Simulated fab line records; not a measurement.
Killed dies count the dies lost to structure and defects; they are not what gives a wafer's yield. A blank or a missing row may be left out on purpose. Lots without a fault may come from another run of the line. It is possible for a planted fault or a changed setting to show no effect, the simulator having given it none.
Chamber matching | flow sky130 | SKY_LI_CONTACT_CMP_02 on cmp-01: 4 sister chambers
The step polishes PSG. 4 wafers are shown with their chamber, then 7 later ones without.

== WAFERS, EACH WITH ITS CHAMBER ==
wafer  | chamber | motor_current_A (A)
L160.6 | 1       | 10.3
L163.6 | 2       | 14.6
L173.2 | 0       | 10.5
L173.3 | 3       | 15.3

== WAFERS WHOSE CHAMBER IS MISSING ==
wafer  | motor_current_A (A)
L173.4 | 10.9
L176.1 | 13.4
L176.4 | 10.8
L176.5 | 13.9
L177.1 | 11.2
L177.2 | 14.6
L177.5 | 14.4

== WHICH CHAMBER EACH WENT THROUGH ==
wafer  | from the rows above     | in truth
L173.4 | can't be placed: 0 or 1 | 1
L176.1 | can't be placed: 2 or 3 | 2
L176.4 | can't be placed: 0 or 1 | 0
L176.5 | can't be placed: 2 or 3 | 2
L177.1 | can't be placed: 0 or 1 | 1
L177.2 | can't be placed: 2 or 3 | 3
L177.5 | can't be placed: 2 or 3 | 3
Correct placement for 0 of the 7. These rows do not allow placing 7 (true chamber among the candidates in 7). Number placed wrongly: 0.
How it was worked out, from the rows above alone: a wafer's distance from a chamber is the root of the sum, over the readings, of the square of ((its reading less the chamber's mean) divided by the reading's scatter). If the next closest chamber is less than 2 further off than the closest, the wafer can't be placed; otherwise it belongs to the closest. Each chamber's mean is taken over the wafers shown for it. The scatter: with one shown wafer a chamber, the root of the mean of the squares of how far each hidden wafer lies from its nearest shown one.
